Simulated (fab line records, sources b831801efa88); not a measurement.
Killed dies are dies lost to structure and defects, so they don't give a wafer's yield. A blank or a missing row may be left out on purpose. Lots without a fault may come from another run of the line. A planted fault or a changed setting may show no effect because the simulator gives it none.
Split-lot experiment | flow sfq_line | 5 lots, 23 wafers read, on a route of 325 steps

THE SPLIT
At SFQ_TRILAYER_JJ_CE_LITHO_PEB_117 (peb time 60 s), the setting peb_temp_c was moved away from the recipe's 115 C on 4 of the 23 wafers read, by +1.2% to +1.4%. The other wafers ran this setting at the recipe's value.

FROM THE SPLIT TO THE READING: what the file shows between them, 1 step
- SFQ_TRILAYER_JJ_CE_LITHO_DEVELOP_116: time 60 s

THE READING
cd_nm, in nm, at SFQ_TRILAYER_JJ_CE_METRO_MEASURE_117. Fault-free wafers of this fab line usually give 700.3 nm, standard deviation 0.99 nm.

wafer  | tool, chamber at the split | peb_temp_c as run, C | against the recipe | cd_nm, nm | against lot-mates on the recipe
L080.2 | litho_track-01, 0          | 115                  | recipe             | 702.1     | -
L080.3 | litho_track-01, 0          | 115                  | recipe             | 701.1     | -
L080.4 | litho_track-01, 0          | 115                  | recipe             | 701.2     | -
L080.5 | litho_track-01, 0          | 115                  | recipe             | 701.0     | -
L080.6 | litho_track-01, 0          | 115                  | recipe             | 701.3     | -
L081.1 | litho_track-01, 0          | 115                  | recipe             | 698.2     | -
L081.2 | litho_track-01, 0          | 115                  | recipe             | 700.0     | -
L081.3 | litho_track-01, 0          | 115                  | recipe             | 699.4     | -
L082.1 | litho_track-02, 0          | 116.4                | +1.2%              | 677.4     | -23.1
L082.2 | litho_track-02, 0          | 116.4                | +1.2%              | 674.6     | -25.9
L082.3 | litho_track-02, 0          | 115                  | recipe             | 700.4     | -
L082.4 | litho_track-02, 0          | 115                  | recipe             | 700.3     | -
L082.5 | litho_track-02, 0          | 115                  | recipe             | 700.9     | -
L084.1 | litho_track-02, 0          | 115                  | recipe             | 700.6     | -
L084.2 | litho_track-02, 0          | 115                  | recipe             | 701.2     | -
L084.4 | litho_track-02, 0          | 115                  | recipe             | 701.6     | -
L084.5 | litho_track-02, 0          | 115                  | recipe             | 701.8     | -
L084.6 | litho_track-02, 0          | 115                  | recipe             | 701.9     | -
L085.1 | litho_track-01, 0          | 115                  | recipe             | 699.2     | -
L085.2 | litho_track-01, 0          | 115                  | recipe             | 699.0     | -
L085.3 | litho_track-01, 0          | 115                  | recipe             | 699.5     | -
L085.5 | litho_track-01, 0          | 116.6                | +1.4%              | 673.2     | -26.0
L085.6 | litho_track-01, 0          | 116.6                | +1.4%              | 672.6     | -26.6

THE FIT
A straight line over all 23 wafers: cd_nm changes by -20 nm for each +1% of peb_temp_c; r = -0.99; the points scatter about the line by 1.1 nm.
The same after taking each lot's own level away (the mean of its wafers on the recipe; 23 wafers): -19.4 nm for each +1%; r = -1.00; scatter 0.71 nm.
On that fit, the largest move of peb_temp_c shifts the reading by 27 nm.
The lots' own levels span 699.20 to 701.42 nm, that is 2.2 times the standard deviation above.
So the lot-to-lot level changes the slope little: the two slopes agree.
Check: with one of the wafers moved furthest among these (+1.4%) left out of the fit, the line predicts -27.5 nm for it against its lot-mates. It came out at -26 nm against them.

THE WHOLE CHAIN: every reading that the file lists as answering this split, in the file's order
step                                 | what it does                                              | reading                                                   | change (the file's fit)              | r (the file's)
SFQ_TRILAYER_JJ_CE_METRO_MEASURE_117 |                                                           | cd_nm                                                     | -19.5 nm for each +1% of the setting | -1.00
SFQ_TRILAYER_JJ_CE_BARC_OPEN_RIE_150 | chemistry O2, target BARC, target depth 240 nm, time 80 s | JJ.cd_nm (the simulator's own value, which no gauge read) | -19.7 nm for each +1% of the setting | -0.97

THE FILE'S OWN FIT
cd_nm changes by -19.5 nm for each +1% of peb_temp_c, r = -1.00.
